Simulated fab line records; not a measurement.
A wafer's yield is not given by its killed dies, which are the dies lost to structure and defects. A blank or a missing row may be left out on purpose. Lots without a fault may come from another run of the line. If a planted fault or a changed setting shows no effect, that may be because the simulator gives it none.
fab line records    flow gf180mcu    part 2 of 2: steps 26 to 35 of 35
record: lots: 5  wafers: 15  last_day: 33
route steps=602 shown CONTACT@299 M1@315
lots that met no fault: from a run of the same line without faults
start_h: hours from the record's first day to the start of the lot's first wafer shown    wait_h: hours from the lot's prior step to this one    " the same as in the row above    L1.1+2: a row that stands for several wafers    - no value, or no start was given    * or withheld: withheld    < > ~ a bound
route shown NAME@n: names a module that has steps shown in the file, with the first one's number in the route    usual: mean and standard deviation over wafers with no fault    same: alike in all rows    chamber/n: place in a boat    sites: per-site readings    _std_site: how widely they spread, as a standard deviation    _edge_site: inner sites' mean taken away from outer sites' mean    radius_mm: how far each site lies from the wafer's centre    mask NAME#n: copy n    behind: the tool/chamber that last shaped the wafer    hold: why the lot was held/for how many hours/how that ended    device: which transistor (n, p or np) failed to switch    end of line: tests run on the same wafers once the route is complete    step lacking rows: just its recipe    killed: count of dies lost to structure and defects at first sort (not the wafer's yield)    map: the dies of a wafer, with x for killed, . for not killed, _ for no die there
set.NAME: the setting as run; set.NAME@STEP: as run at that earlier step    model.NAME: the simulator's own value behind a step, which no gauge read
lots seen at some steps along the route; tables by step, rows by wafer
services: when a tool's chamber went out of use (start_h, in hours from the record's first day, below 0 if earlier), for how many hours, and the reason
== steps ==
step: GF_M1_COAT_09
recipe: resist: KrF  spin_rpm: withheld  resist_thk_nm: 1000
usual: chill_plate_temp_C: 22.97/0.12
lot.wafer  tool            chamber  start_h  wait_h  chill_plate_temp_C
L075.1     litho_track-04  0        373.62   0.1     22.82
L075.2     "               0        "        "       22.96
L075.3     "               0        "        "       22.82
L081.1     litho_track-04  0        432.67   0.1     22.98
L081.2     "               0        "        "       22.97
L081.3     "               0        "        "       22.99
L087.3     litho_track-02  0        500.95   0.1     22.74
L087.5     "               0        "        "       22.83
L087.6     "               0        "        "       23.01
L089.2     litho_track-01  0        515.41   0.1     23.03
L089.3     "               0        "        "       22.90
L089.6     "               0        "        "       22.92
L090.3     litho_track-04  0        521.77   0.1     22.96
L090.5     "               0        "        "       23.20
L090.6     "               0        "        "       23.07
step: GF_M1_SOFTBAKE_10
recipe: temp_c: 130  time_s: 60  resist: KrF
usual: chill_plate_temp_C: 23.02/0.12
lot.wafer  tool            chamber  start_h  wait_h  chill_plate_temp_C
L075.1     litho_track-04  0        373.77   0.1     22.96
L075.2     "               0        "        "       23.15
L075.3     "               0        "        "       23.05
L081.1     litho_track-04  0        432.82   0.1     22.92
L081.2     "               0        "        "       23.13
L081.3     "               0        "        "       23.05
L087.3     litho_track-02  0        501.10   0.1     22.98
L087.5     "               0        "        "       23.01
L087.6     "               0        "        "       23.03
L089.2     litho_track-01  0        515.56   0.1     22.99
L089.3     "               0        "        "       23.06
L089.6     "               0        "        "       23.05
L090.3     litho_track-04  0        521.92   0.1     23.02
L090.5     "               0        "        "       23.09
L090.6     "               0        "        "       23.02
step: GF_M1_EXPOSE_11
recipe: mask_id: Metal1  target_cd_nm: 230  na: 0.68  source_shape: conventional  sigma_outer: 0.6  dose_mj: 28
lot.wafer   tool            chamber  start_h  wait_h  mask
L075.1+2+3  krf_scanner-02  0        -        -       Metal1#0
L081.1+2+3  krf_scanner-01  0        -        -       Metal1#0
L087.3+5+6  krf_scanner-01  0        -        -       Metal1#0
L089.2+3+6  krf_scanner-02  0        -        -       Metal1#0
L090.3+5+6  krf_scanner-02  0        -        -       Metal1#0
step: GF_M1_PEB_12
recipe: peb_temp_c: 135  peb_time_s: 90  resist: KrF
usual: chill_plate_temp_C: 23.00/0.097
lot.wafer  tool            chamber  start_h  wait_h  chill_plate_temp_C
L075.1     litho_track-02  0        -        -       23.08
L075.2     "               0        "        "       23.03
L075.3     "               0        "        "       23.03
L081.1     litho_track-04  0        -        -       23.07
L081.2     "               0        "        "       23.09
L081.3     "               0        "        "       23.27
L087.3     litho_track-02  0        -        -       23.03
L087.5     "               0        "        "       22.95
L087.6     "               0        "        "       22.95
L089.2     litho_track-04  0        -        -       23.00
L089.3     "               0        "        "       22.91
L089.6     "               0        "        "       22.95
L090.3     litho_track-02  0        -        -       22.95
L090.5     "               0        "        "       22.91
L090.6     "               0        "        "       22.85
step: GF_M1_DEVELOP_13
recipe: develop_time_s: 60  dev_temp_c: 21
usual: chill_plate_temp_C: 22.99/0.11
lot.wafer  tool            chamber  start_h  wait_h  chill_plate_temp_C
L075.1     litho_track-02  0        385.40   0.2     23.09
L075.2     "               0        "        "       22.98
L075.3     "               0        "        "       22.98
L081.1     litho_track-04  0        444.67   0.2     23.05
L081.2     "               0        "        "       23.14
L081.3     "               0        "        "       23.03
L087.3     litho_track-02  0        513.05   0.1     23.11
L087.5     "               0        "        "       23.07
L087.6     "               0        "        "       23.10
L089.2     litho_track-04  0        526.79   0.2     22.96
L089.3     "               0        "        "       22.90
L089.6     "               0        "        "       23.14
L090.3     litho_track-02  0        532.65   0.1     22.93
L090.5     "               0        "        "       22.98
L090.6     "               0        "        "       22.94
step: GF_M1_CD_MEAS_14
recipe: target_cd_nm: 230
usual: cd_nm: 229.8/1
lot.wafer  tool       chamber  start_h  wait_h  cd_nm
L075.1     cd_sem-02  -        385.55   0.1     231.7
L075.2     "          -        "        "       231.1
L075.3     "          -        "        "       231.9
L081.1     cd_sem-01  -        444.82   0.1     231.8
L081.2     "          -        "        "       230.2
L081.3     "          -        "        "       229.6
L087.3     cd_sem-02  -        513.19   0.1     229.1
L087.5     "          -        "        "       229.9
L087.6     "          -        "        "       229.5
L089.2     cd_sem-02  -        526.94   0.1     228.7
L089.3     "          -        "        "       229.8
L089.6     "          -        "        "       229.9
L090.3     cd_sem-01  -        532.79   0.1     229.5
L090.5     "          -        "        "       229.8
L090.6     "          -        "        "       230.1
step: GF_M1_OVL_MEAS_15
usual: M1_OVL: 2/5.6
lot.wafer  tool        chamber  start_h  wait_h  M1_OVL[nm]
L075.1     overlay-02  -        385.67   0.1     -9
L075.2     "           -        "        "       -8
L075.3     "           -        "        "       -9
L081.1     overlay-01  -        444.94   0.1     -7
L081.2     "           -        "        "       1
L081.3     "           -        "        "       -4
L087.3     overlay-01  -        513.28   0.1     -2
L087.5     "           -        "        "       -5
L087.6     "           -        "        "       3
L089.2     overlay-01  -        527.04   0.1     1
L089.3     "           -        "        "       3
L089.6     "           -        "        "       3
L090.3     overlay-01  -        532.88   0.1     -1
L090.5     "           -        "        "       -4
L090.6     "           -        "        "       0
step: GF_M1_METAL_ETCH_16
recipe: chemistry: Cl2/BCl3  mask_material: KrF  target_depth_nm: 750.8  stop_on: SiO2  pressure_mtorr: 8  icp_w: 800  bias_w: 140  Cl2_flow_sccm: 80  bcl3_flow_sccm: 40  time_s: 125.1
usual: drypump_motor_current_A: 5.8/0.43  oes_product_au: 0.987/0.0081  throttle_valve_pct: 28.233/0.013
lot.wafer  tool          chamber  start_h  wait_h  drypump_motor_current_A  oes_product_au  rf_hours_counter_h  throttle_valve_pct
L075.1     rie_metal-04  1        385.71   0.0     5.2                      0.967           15                  28.267
L075.2     "             1        "        "       5.2                      0.968           -                   28.250
L075.3     "             1        "        "       5.2                      0.967           -                   28.257
L081.1     rie_metal-01  1        444.98   0.0     5.8                      0.982           7                   28.230
L081.2     "             0        "        "       6.3                      0.994           7                   28.211
L081.3     "             0        "        "       6.3                      0.990           -                   28.233
L087.3     rie_metal-04  0        513.35   0.1     6.5                      0.995           -                   28.243
L087.5     "             0        "        "       6.4                      0.993           -                   28.243
L087.6     "             1        "        "       5.2                      0.981           -                   28.232
L089.2     rie_metal-01  0        527.07   0.0     6.3                      0.984           9                   28.214
L089.3     "             1        "        "       5.8                      0.982           -                   28.234
L089.6     "             0        "        "       6.3                      0.984           -                   28.219
L090.3     rie_metal-03  1        532.95   0.1     5.2                      0.989           -                   28.229
L090.5     "             0        "        "       5.8                      0.985           -                   28.224
L090.6     "             1        "        "       5.1                      0.995           -                   28.232
step: GF_M1_STRIP_17
recipe: chemistry: O2/N2  power_w: 1400  pressure_mtorr: 1500  platen_temp_c: 250  o2_flow_sccm: 3000  n2_flow_sccm: 300  overash_fraction: 0.5
usual: drypump_motor_current_A: 5.8/0.46  heater_power_w: 349/32  oes_product_au: 0.539/0.0052  strip_time_to_endpoint_s: 7.41/0.062
lot.wafer  tool             chamber  start_h  wait_h  drypump_motor_current_A  heater_power_w  oes_product_au  rf_hours_counter_h  strip_time_to_endpoint_s
L075.1     plasma_asher-02  0        385.97   0.2     6.3                      383             0.539           63                  7.46
L075.2     "                1        "        "       5.6                      365             0.544           63                  7.53
L075.3     "                0        "        "       6.3                      373             0.540           -                   7.47
L081.1     plasma_asher-04  0        445.10   0.1     4.9                      271             0.534           2                   7.43
L081.2     "                1        "        "       6.3                      320             0.538           2                   7.34
L081.3     "                0        "        "       4.9                      269             0.542           -                   7.34
L087.3     plasma_asher-03  1        513.47   0.1     5.9                      349             0.535           -                   7.35
L087.5     "                1        "        "       5.9                      352             0.535           -                   7.34
L087.6     "                0        "        "       5.6                      373             0.530           -                   7.38
L089.2     plasma_asher-02  0        527.20   0.1     6.3                      370             0.547           79                  7.46
L089.3     "                1        "        "       5.6                      366             0.543           -                   7.45
L089.6     "                1        "        "       5.6                      375             0.546           -                   7.46
L090.3     plasma_asher-03  0        533.07   0.1     5.6                      378             0.534           -                   7.31
L090.5     "                0        "        "       5.6                      370             0.531           -                   7.36
L090.6     "                1        "        "       5.9                      352             0.526           -                   7.29
step: GF_M1_STRIP_18
recipe: chemistry: post_etch_residue_remover  time_s: 1200  temp_c: 72.5
lot.wafer   tool          chamber  start_h  wait_h
L075.1+2+3  wet_bench-04  2        386.07   0.1
L081.1+2+3  wet_bench-04  0        445.20   0.1
L087.3+5+6  wet_bench-02  1        513.53   0.0
L089.2+3+6  wet_bench-02  0        527.30   0.1
L090.3+5+6  wet_bench-04  0        533.13   0.0
== services ==
tool             chamber  start_h  hours  kind
wet_bench-01     -        343.96   0.6    repair
rie_diel-01      0        344.88   2.7    repair
rie_diel-01      1        360.48   22.4   repair
cvd_w-01         -        366.53   2.8    pm
cvd_w-01         -        369.49   1.1    repair
rie_diel-01      2        380.89   3.3    repair
krf_scanner-02   -        381.77   0.8    pm
krf_scanner-02   -        382.62   4.4    pm
krf_scanner-02   -        389.68   1.0    pm
cvd_w-01         -        390.00   14.0   pm
pvd_sputter-01   -        417.97   0.7    repair
plasma_asher-04  -        421.25   9.0    pm
cvd_w-01         -        422.65   14.6   pm
cmp-02           -        429.32   1.4    repair
cvd_w-01         -        456.91   4.3    pm
krf_scanner-02   -        457.27   1.3    pm
plasma_asher-04  -        458.23   2.8    pm
cmp-02           -        469.19   3.8    pm
rie_diel-01      1        470.03   8.1    repair
krf_scanner-02   -        474.91   3.6    pm
pvd_sputter-01   -        475.97   1.2    repair
plasma_asher-02  -        484.58   0.7    repair
rie_diel-01      1        522.08   2.8    repair
pvd_sputter-02   -        522.09   0.9    repair
